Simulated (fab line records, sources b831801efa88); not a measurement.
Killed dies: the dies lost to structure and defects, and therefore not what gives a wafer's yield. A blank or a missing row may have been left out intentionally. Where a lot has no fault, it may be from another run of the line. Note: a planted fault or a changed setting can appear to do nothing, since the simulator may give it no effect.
Matching of chambers    flow sfq line    SFQ_TRILAYER_I2_CMP_CMP_064 on cmp-02: 4 sister chambers
The step polishes SiO2. 4 wafers are shown with their chamber, then 6 later ones without.

WAFERS PAIRED WITH THEIR CHAMBERS
wafer   chamber  motor current A (A)
L954.5  1        9.4
L961.6  3        10.1
L963.3  0        9.1
L963.5  2        10.0

WAFERS WITH NO CHAMBER GIVEN
wafer   motor current A (A)
L967.1  9.1
L967.2  9.6
L967.4  10.1
L969.1  9.7
L969.3  9.3
L969.5  8.6

THE CHAMBER EACH PASSED THROUGH
wafer   from the rows above                in truth
L967.1  can't be placed: 0 or 1            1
L967.2  can't be placed: 1 or 2 or 0 or 3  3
L967.4  can't be placed: 3 or 2            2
L969.1  can't be placed: 1 or 2 or 3 or 0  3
L969.3  can't be placed: 1 or 0            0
L969.5  can't be placed: 0 or 1            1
Correct placement for 0 of the 6. Unplaceable from these rows: 6, with the true chamber sitting among the candidates in 6. 0 placed wrongly.
How it was worked out, from the rows above alone: a wafer's distance from a chamber is the root of the sum, over the readings, of the square of ((its reading less the chamber's mean) divided by the reading's scatter). If the next closest chamber is less than 2 further off than the closest, the wafer can't be placed; otherwise it belongs to the closest. A chamber's mean is the mean of its shown wafers. The scatter (one wafer shown for each chamber): square how far every hidden wafer sits from the nearest shown wafer, average those squares and take the square root.
